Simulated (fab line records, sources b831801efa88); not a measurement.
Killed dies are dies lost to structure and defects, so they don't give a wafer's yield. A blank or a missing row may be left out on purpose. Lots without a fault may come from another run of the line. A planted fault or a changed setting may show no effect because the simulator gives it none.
fab line records | flow sky130
record lots=13 wafers=39 last_day=50
route steps=708 shown VIA3@586 VIA4@640 METAL5@661 PAD_OPEN@708
lots that met no fault: from a run of the same line without faults
start_h: hours from the record's first day to the start of the lot's first wafer shown | wait_h: hours since the lot's step before | " the same as in the row above | L1.1+2: a row that stands for several wafers | - no value, or no start given | * or withheld: withheld | < > ~ a bound
route shown NAME@n: a module of which the file shows steps, and the number in the route of the first | usual: mean/standard deviation of fault-free wafers | same: alike in all rows | chamber/n: place in a boat | sites: the reading at each site | _std_site: their standard deviation | _edge_site: outer sites' mean less inner sites' | radius_mm: how far each site lies from the wafer's centre | mask NAME#n: copy n | behind: the tool/chamber that last shaped the wafer | hold: why the lot was held/for how many hours/how that ended | device: the transistor (n, p or np) that didn't switch | end of line: the same wafers' tests at the end of the route | a step without rows: its recipe alone | killed: dies lost to structure and defects at the first sort, not the wafer's yield | map: a wafer's dies, x killed, . not, _ none there
set.NAME: the setting as run; set.NAME@STEP: as run at that earlier step | model.NAME: the simulator's own value behind a step, which no gauge read
steps of the route over a sample of lots; a table a step, a row a wafer
services: from which hour (start_h, from the record's first day; less than 0 if before it) a tool's chamber was out of use, for how many hours, and why
## steps
# step SKY_VIA3_OVL_MEAS_13
# usual VIA3_OVL=-2/5.9
# columns lot.wafer tool chamber start_h wait_h VIA3_OVL[nm]
L218.2 overlay-01 - 935.56 0.1 2
L218.3 " - " " -14
L218.6 " - " " -2
L219.1 overlay-02 - 945.09 0.1 3
L219.3 " - " " 6
L219.6 " - " " 3
L222.1 overlay-01 - 967.06 0.1 6
L222.3 " - " " 10
L222.4 " - " " 1
L223.2 overlay-01 - 973.81 0.1 -3
L223.3 " - " " -7
L223.4 " - " " -2
L225.1 overlay-01 - 986.34 0.1 1
L225.2 " - " " -6
L225.4 " - " " -12
L224.4 overlay-01 - 987.61 0.1 -5
L224.5 " - " " 7
L224.6 " - " " 4
L229.4 overlay-01 - 1018.11 0.1 -1
L229.5 " - " " -4
L229.6 " - " " 5
L231.1 overlay-02 - 1026.99 0.1 -7
L231.2 " - " " 7
L231.3 " - " " -8
L232.2 overlay-02 - 1039.20 0.1 1
L232.4 " - " " 7
L232.5 " - " " 0
L233.1 overlay-01 - 1044.69 0.1 -1
L233.3 " - " " -6
L233.5 " - " " -3
L238.3 overlay-01 - 1066.07 0.1 -7
L238.5 " - " " -9
L238.6 " - " " 1
L239.2 overlay-02 - 1072.65 0.1 -8
L239.4 " - " " -6
L239.6 " - " " -11
L240.1 overlay-02 - 1079.09 0.1 -4
L240.3 " - " " -5
L240.6 " - " " -3
# step SKY_VIA4_THK_MEAS_01
# recipe reads=SiO2_of_VIA4_HDPCVD_00
# usual VIA4_HDPCVD_THK=1751/22
# columns lot.wafer tool chamber start_h wait_h VIA4_HDPCVD_THK[nm]
L218.2 film_metro-03 - 986.19 0.1 1761
L218.3 " - " " 1762
L218.6 " - " " 1724
L219.1 film_metro-03 - 996.36 0.1 1753
L219.3 " - " " 1750
L219.6 " - " " 1735
L222.1 film_metro-03 - 1017.36 0.1 1759
L222.3 " - " " 1731
L222.4 " - " " 1716
L223.2 film_metro-01 - 1023.26 0.1 1721
L223.3 " - " " 1752
L223.4 " - " " 1720
L225.1 film_metro-04 - 1036.38 0.1 1779
L225.2 " - " " 1746
L225.4 " - " " 1755
L224.4 film_metro-03 - 1037.52 0.0 1728
L224.5 " - " " 1753
L224.6 " - " " 1744
L229.4 film_metro-01 - 1065.27 0.0 1808
L229.5 " - " " 1764
L229.6 " - " " 1779
L231.1 film_metro-04 - 1073.60 0.2 1764
L231.2 " - " " 1722
L231.3 " - " " 1715
L232.2 film_metro-04 - 1085.80 0.1 1758
L232.4 " - " " 1727
L232.5 " - " " 1744
L233.1 film_metro-03 - 1090.49 0.1 1782
L233.3 " - " " 1778
L233.5 " - " " 1808
L238.3 film_metro-04 - 1110.61 0.1 1760
L238.5 " - " " 1797
L238.6 " - " " 1796
L239.2 film_metro-01 - 1117.50 0.1 1748
L239.4 " - " " 1749
L239.6 " - " " 1752
L240.1 film_metro-01 - 1123.19 0.1 1740
L240.3 " - " " 1740
L240.6 " - " " 1747
# step SKY_VIA4_RS_MEAS_19
# recipe thk_meas_gauge=four-point-probe reads=W_of_VIA4_CVD_18+TiN_of_VIA4_SPUTTER_17
# usual VIA4_W_RS=0.2314/0.003
# columns lot.wafer tool chamber start_h wait_h VIA4_W_RS[ohm/sq]
L218.2 film_metro-04 - 1010.99 0.2 0.2295
L218.3 " - " " 0.2344
L218.6 " - " " 0.2320
L219.1 film_metro-04 - 1020.60 0.1 0.2303
L219.3 " - " " 0.2304
L219.6 " - " " 0.2343
L222.1 film_metro-04 - 1040.48 0.1 0.2366
L222.3 " - " " 0.2333
L222.4 " - " " 0.2303
L223.2 film_metro-03 - 1046.44 0.1 0.2342
L223.3 " - " " 0.2388
L223.4 " - " " 0.2315
L225.1 film_metro-03 - 1060.43 0.1 0.2355
L225.2 " - " " 0.2318
L225.4 " - " " 0.2338
L224.4 film_metro-04 - 1060.76 0.1 0.2261
L224.5 " - " " 0.2251
L224.6 " - " " 0.2305
L229.4 film_metro-03 - 1087.10 0.1 0.2352
L229.5 " - " " 0.2368
L229.6 " - " " 0.2327
L231.1 film_metro-01 - 1094.98 0.1 0.2351
L231.2 " - " " 0.2305
L231.3 " - " " 0.2266
L232.2 film_metro-03 - 1108.02 0.1 0.2337
L232.4 " - " " 0.2283
L232.5 " - " " 0.2329
L233.1 film_metro-03 - 1111.66 0.1 0.2334
L233.3 " - " " 0.2290
L233.5 " - " " 0.2350
L238.3 film_metro-03 - 1131.67 0.1 0.2322
L238.5 " - " " 0.2266
L238.6 " - " " 0.2317
L239.2 film_metro-04 - 1138.29 0.1 0.2315
L239.4 " - " " 0.2282
L239.6 " - " " 0.2348
L240.1 film_metro-04 - 1142.87 0.1 0.2317
L240.3 " - " " 0.2246
L240.6 " - " " 0.2313
# step SKY_METAL5_SPUTTER_00
# recipe material=Ti target_thk_nm=15 power_w=3000 time_s=10 chamber_pressure_pa=0.4
# usual cathode_dc_power_W=3000.0/0.52 chamber_pressure_pa=0.4001/0.00083 throttle_valve_pct=29.9/1.1
# columns lot.wafer tool chamber start_h wait_h cathode_dc_power_W chamber_pressure_pa throttle_valve_pct
L218.2 pvd_sputter-01 - 1011.45 0.1 3000.0 0.3993 30.3
L218.3 " - " " 3001.1 0.4006 30.4
L218.6 " - " " 2998.6 0.3992 30.4
L219.1 pvd_sputter-02 - 1021.30 0.1 3000.0 0.3998 29.2
L219.3 " - " " 3001.4 0.4010 29.5
L219.6 " - " " 2999.8 0.4012 29.6
L222.1 pvd_sputter-01 - 1040.96 0.2 3000.1 0.3997 30.5
L222.3 " - " " 3000.8 0.3993 31.6
L222.4 " - " " 3001.1 0.3996 30.4
L223.2 pvd_sputter-02 - 1046.90 0.1 3000.5 0.3998 29.6
L223.3 " - " " 2999.7 0.4019 27.5
L223.4 " - " " 3000.0 0.4002 29.7
L225.1 pvd_sputter-02 - 1060.91 0.2 3000.0 0.3992 29.6
L225.2 " - " " 3001.0 0.4012 28.7
L225.4 " - " " 3000.4 0.4011 29.5
L224.4 pvd_sputter-01 - 1061.18 0.1 3000.4 0.4007 30.2
L224.5 " - " " 3001.4 0.3998 31.6
L224.6 " - " " 2999.9 0.4003 30.0
L229.4 pvd_sputter-01 - 1087.92 0.1 2999.8 0.4004 30.6
L229.5 " - " " 3000.2 0.3997 30.8
L229.6 " - " " 3000.0 0.4001 30.1
L231.1 pvd_sputter-01 - 1095.46 0.2 - - -
L231.2 " - " " - - -
L231.3 " - " " - - -
L232.2 pvd_sputter-02 - 1108.48 0.2 - - -
L232.4 " - " " - - -
L232.5 " - " " - - -
L233.1 pvd_sputter-02 - 1112.14 0.2 - - -
L233.3 " - " " - - -
L233.5 " - " " - - -
L238.3 pvd_sputter-02 - 1132.36 0.1 3000.5 0.4012 29.6
L238.5 " - " " 3000.1 0.4007 28.8
L238.6 " - " " 3000.4 0.4009 27.5
L239.2 pvd_sputter-03 - 1138.75 0.2 3000.6 0.4016 29.7
L239.4 " - " " 3000.5 0.3997 29.0
L239.6 " - " " 3000.0 0.4015 29.6
L240.1 pvd_sputter-02 - 1143.35 0.1 3000.4 0.3990 29.4
L240.3 " - " " 2999.9 0.4009 27.7
L240.6 " - " " 2999.3 0.4004 27.6
# step SKY_PAD_OPEN_PROBE_99
# usual defect_limited_yield=82.2/2.2 killed_at_M0_to_M3=45/7.1 killed_at_M4_up=3.0/1.8 killed_at_contacts=24/5.4 killed_at_front_end=16/4.9 killed_at_other=0.3/0.63 killed_dies=88/11 killed_open=47/7.4 killed_short=40/7 sort_bin_3_pad_short=1.0/0.43 sort_bin_5_function=10.6/1.7 sort_bin_6_memory=6.3/1.1 sort_n_pass=404/11 sort_yield_pct=82.2/2.2
# same gross_dies=492 killed_at_back_side=0 sort_bin_4_leakage[%]=0 sort_bin_8_speed[%]=0
# columns lot.wafer tool chamber start_h wait_h defect_limited_yield[%] killed_at_M0_to_M3 killed_at_M4_up killed_at_contacts killed_at_front_end killed_at_other killed_dies killed_open killed_short sort_bin_3_pad_short[%] sort_bin_5_function[%] sort_bin_6_memory[%] sort_n_pass sort_yield_pct[%]
L218.2 prober-02 - 1079.42 0.1 82.1 60 3 15 10 0 88 49 37 1.0 8.9 7.9 404 82.1
L218.3 prober-02 - 1079.47 0.2 80.5 50 4 25 15 2 96 53 40 1.0 12.4 6.1 396 80.5
L218.6 prober-02 - 1079.62 0.2 81.1 45 2 24 22 0 93 57 36 1.4 11.4 6.1 399 81.1
L219.1 prober-01 - 1089.68 0.1 83.3 38 4 25 15 0 82 43 38 0.4 9.3 6.9 410 83.3
L219.3 prober-01 - 1089.78 0.2 86.4 37 1 25 4 0 67 43 24 0.4 7.5 5.7 425 86.4
L219.6 prober-01 - 1089.93 0.2 81.1 50 3 29 11 0 93 43 50 0.6 12.4 5.9 399 81.1
L222.1 prober-02 - 1107.24 0.1 83.3 43 6 19 14 0 82 40 42 0.8 10.6 5.3 410 83.3
L222.3 prober-02 - 1107.34 0.2 81.5 46 4 18 21 2 91 53 38 1.0 10.0 7.5 401 81.5
L222.4 prober-02 - 1107.39 0.2 83.1 43 2 26 11 1 83 38 45 1.2 9.6 6.1 409 83.1
L224.4 prober-01 - 1126.77 0.2 83.3 56 2 14 10 0 82 53 29 0.4 8.5 7.7 410 83.3
L224.5 prober-01 - 1126.82 0.2 83.3 38 5 22 17 0 82 51 31 0.2 8.3 8.1 410 83.3
L224.6 prober-01 - 1126.87 0.2 81.9 36 3 26 24 0 89 49 40 0.4 11.0 6.7 403 81.9
L229.4 prober-01 - 1150.50 0.2 85.4 34 5 23 9 1 72 44 28 0.8 8.3 5.5 420 85.4
L229.5 prober-01 - 1150.55 0.2 84.1 38 5 23 12 0 78 34 44 0.8 10.6 4.5 414 84.1
L229.6 prober-01 - 1150.60 0.2 84.3 41 0 22 14 0 77 51 26 1.0 10.0 4.7 415 84.3
L233.1 prober-01 - 1171.31 0.1 78.5 58 1 23 24 0 106 55 51 0.8 13.8 6.9 386 78.5
L233.3 prober-01 - 1171.41 0.2 83.1 46 2 22 13 0 83 36 47 1.0 8.7 7.1 409 83.1
L233.5 prober-01 - 1171.51 0.2 82.7 45 4 22 12 2 85 36 49 1.6 9.8 5.9 407 82.7
L239.2 prober-01 - 1194.27 0.1 83.9 44 3 17 15 0 79 46 33 0.2 11.2 4.7 413 83.9
L239.4 prober-01 - 1194.37 0.2 83.3 39 4 25 14 0 82 52 30 0.4 9.8 6.5 410 83.3
L239.6 prober-01 - 1194.47 0.2 83.1 40 1 32 10 0 83 43 40 1.0 11.8 4.1 409 83.1
# killed by level:class
L218.2 VIA1:geometric_particle:open=22 VIA2:geometric_particle:open=7 FIELD_ISO:geometric_particle:short=5 METAL2:geometric_particle:short=5 VIA2:geometric_particle:short=5 METAL3:geometric_particle:short=5 LI_CONTACT:geometric_particle:open=4 VIA1:geometric_particle:short=4
L218.3 VIA1:geometric_particle:open=15 CONTACT:geometric_particle:open=10 LI_CONTACT:geometric_particle:open=7 VIA3:geometric_particle:open=7 FIELD_ISO:geometric_particle:open=6 METAL1:geometric_particle:short=5 VIA1:geometric_particle:short=5 METAL3:geometric_particle:short=4
L218.6 CONTACT:geometric_particle:open=13 VIA1:geometric_particle:open=12 FIELD_ISO:geometric_particle:short=9 VIA2:geometric_particle:open=9 POLY_GATE:geometric_particle:open=6 VIA3:geometric_particle:open=6 LI_CONTACT:geometric_particle:open=5 VIA1:geometric_particle:short=5
L219.1 CONTACT:geometric_particle:open=10 VIA1:geometric_particle:short=7 LI_CONTACT:geometric_particle:open=6 VIA1:geometric_particle:open=6 VIA2:geometric_particle:open=6 METAL3:geometric_particle:short=6 FIELD_ISO:geometric_particle:open=4 METAL1:geometric_particle:short=4
L219.3 VIA1:geometric_particle:open=12 CONTACT:geometric_particle:open=9 VIA3:geometric_particle:open=8 LI_CONTACT:geometric_particle:open=7 CONTACT:geometric_particle:short=5 METAL1:geometric_particle:short=5 LOCAL_INTERCONNECT:geometric_particle:short=3 VIA2:geometric_particle:open=3
L219.6 VIA1:geometric_particle:short=10 LI_CONTACT:geometric_particle:open=8 CONTACT:geometric_particle:open=7 METAL2:geometric_particle:short=7 CONTACT:geometric_particle:short=6 METAL1:geometric_particle:short=6 VIA3:geometric_particle:open=6 POLY_GATE:geometric_particle:short=5
L222.1 VIA1:geometric_particle:open=7 CONTACT:geometric_particle:open=7 VIA2:geometric_particle:open=7 POLY_GATE:geometric_particle:open=5 METAL1:geometric_particle:short=5 CONTACT:geometric_particle:short=5 METAL2:geometric_particle:short=5 METAL2:geometric_particle:open=4
L222.3 VIA1:geometric_particle:open=14 LI_CONTACT:geometric_particle:open=8 CONTACT:geometric_particle:open=8 VIA1:geometric_particle:short=6 FIELD_ISO:geometric_particle:open=5 METAL2:geometric_particle:short=5 VIA3:geometric_particle:open=5 POLY_GATE:geometric_particle:short=4
L222.4 METAL2:geometric_particle:short=7 VIA2:geometric_particle:open=7 CONTACT:geometric_particle:open=6 METAL1:geometric_particle:short=6 LI_CONTACT:geometric_particle:open=5 LOCAL_INTERCONNECT:geometric_particle:short=5 VIA1:geometric_particle:short=5 CONTACT:geometric_particle:short=4
L224.4 VIA1:geometric_particle:open=13 VIA3:geometric_particle:open=12 VIA2:geometric_particle:open=8 METAL2:geometric_particle:short=7 CONTACT:geometric_particle:open=6 VIA1:geometric_particle:short=6 LI_CONTACT:geometric_particle:open=4 POLY_GATE:geometric_particle:short=3
L224.5 VIA1:geometric_particle:open=12 LI_CONTACT:geometric_particle:open=9 FIELD_ISO:geometric_particle:short=8 CONTACT:geometric_particle:open=7 FIELD_ISO:geometric_particle:open=5 VIA3:geometric_particle:open=5 METAL1:geometric_particle:short=4 METAL2:geometric_particle:short=4
L224.6 VIA3:geometric_particle:open=9 POLY_GATE:geometric_particle:short=8 CONTACT:geometric_particle:open=8 LI_CONTACT:geometric_particle:short=6 LI_CONTACT:geometric_particle:open=6 FIELD_ISO:geometric_particle:short=5 LOCAL_INTERCONNECT:geometric_particle:short=5 FIELD_ISO:geometric_particle:open=4
L229.4 VIA1:geometric_particle:open=10 CONTACT:geometric_particle:open=9 VIA2:geometric_particle:open=8 LI_CONTACT:geometric_particle:open=6 LOCAL_INTERCONNECT:geometric_particle:short=5 VIA3:geometric_particle:open=4 POLY_GATE:geometric_particle:open=3 CONTACT:geometric_particle:short=3
L229.5 VIA1:geometric_particle:open=7 CONTACT:geometric_particle:open=6 VIA2:geometric_particle:open=6 VIA2:geometric_particle:short=5 POLY_GATE:geometric_particle:short=5 LI_CONTACT:geometric_particle:open=5 LI_CONTACT:geometric_particle:short=5 METAL2:geometric_particle:short=5
L229.6 CONTACT:geometric_particle:open=11 VIA3:geometric_particle:open=8 VIA2:geometric_particle:open=8 VIA1:geometric_particle:open=7 POLY_GATE:geometric_particle:open=5 LI_CONTACT:geometric_particle:open=5 VIA1:geometric_particle:short=5 METAL3:geometric_particle:short=5
L233.1 VIA2:geometric_particle:open=9 METAL1:geometric_particle:short=8 VIA1:geometric_particle:short=8 VIA1:geometric_particle:open=8 FIELD_ISO:geometric_particle:open=7 POLY_GATE:geometric_particle:open=7 LI_CONTACT:geometric_particle:open=7 METAL2:geometric_particle:short=7
L233.3 METAL2:geometric_particle:short=14 VIA1:geometric_particle:open=11 CONTACT:geometric_particle:open=7 VIA3:geometric_particle:short=6 CONTACT:geometric_particle:short=5 METAL1:geometric_particle:short=5 POLY_GATE:geometric_particle:short=4 POLY_GATE:geometric_particle:open=3
L233.5 VIA1:geometric_particle:short=10 VIA3:geometric_particle:open=7 LI_CONTACT:geometric_particle:open=7 VIA1:geometric_particle:open=7 CONTACT:geometric_particle:short=6 METAL3:geometric_particle:short=6 POLY_GATE:geometric_particle:open=4 LOCAL_INTERCONNECT:geometric_particle:short=4
L239.2 VIA1:geometric_particle:open=14 CONTACT:geometric_particle:open=10 METAL2:geometric_particle:short=6 POLY_GATE:geometric_particle:open=5 VIA2:geometric_particle:short=5 VIA2:geometric_particle:open=5 POLY_GATE:geometric_particle:short=4 VIA1:geometric_particle:short=4
L239.4 VIA2:geometric_particle:open=10 CONTACT:geometric_particle:open=8 LI_CONTACT:geometric_particle:open=8 CONTACT:geometric_particle:short=6 VIA1:geometric_particle:open=6 VIA3:geometric_particle:open=6 POLY_GATE:geometric_particle:open=5 VIA3:geometric_particle:short=4
L239.6 CONTACT:geometric_particle:open=14 METAL1:geometric_particle:short=7 VIA1:geometric_particle:short=7 VIA3:geometric_particle:open=6 LI_CONTACT:geometric_particle:short=5 LI_CONTACT:geometric_particle:open=5 METAL2:geometric_particle:short=4 VIA2:geometric_particle:open=4
## services
# columns tool chamber start_h hours kind
pvd_sputter-01 - 1007.24 0.7 repair
pvd_sputter-02 - 1012.24 4.2 repair
pvd_sputter-02 - 1036.83 2.9 repair
pvd_sputter-02 - 1079.05 4.1 repair
pvd_sputter-02 - 1137.35 3.4 repair
## key
first_sign step=SKY_METAL5_SPUTTER_00 reading=tool_record direction=missing
effect none on later readings
met_at SKY_METAL5_SPUTTER_00
struck_lots L231,L232,L233
not_acting_at SKY_VIA3_OVL_MEAS_13,SKY_VIA4_THK_MEAS_01,SKY_VIA4_RS_MEAS_19
onset_between 1087.92 1095.46
fault kind=skipped_step_whole tool=pvd_sputter-01,pvd_sputter-02 chamber=- onset_h=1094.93 steps=SKY_METAL5_SPUTTER_00 scope=struck_lots_only
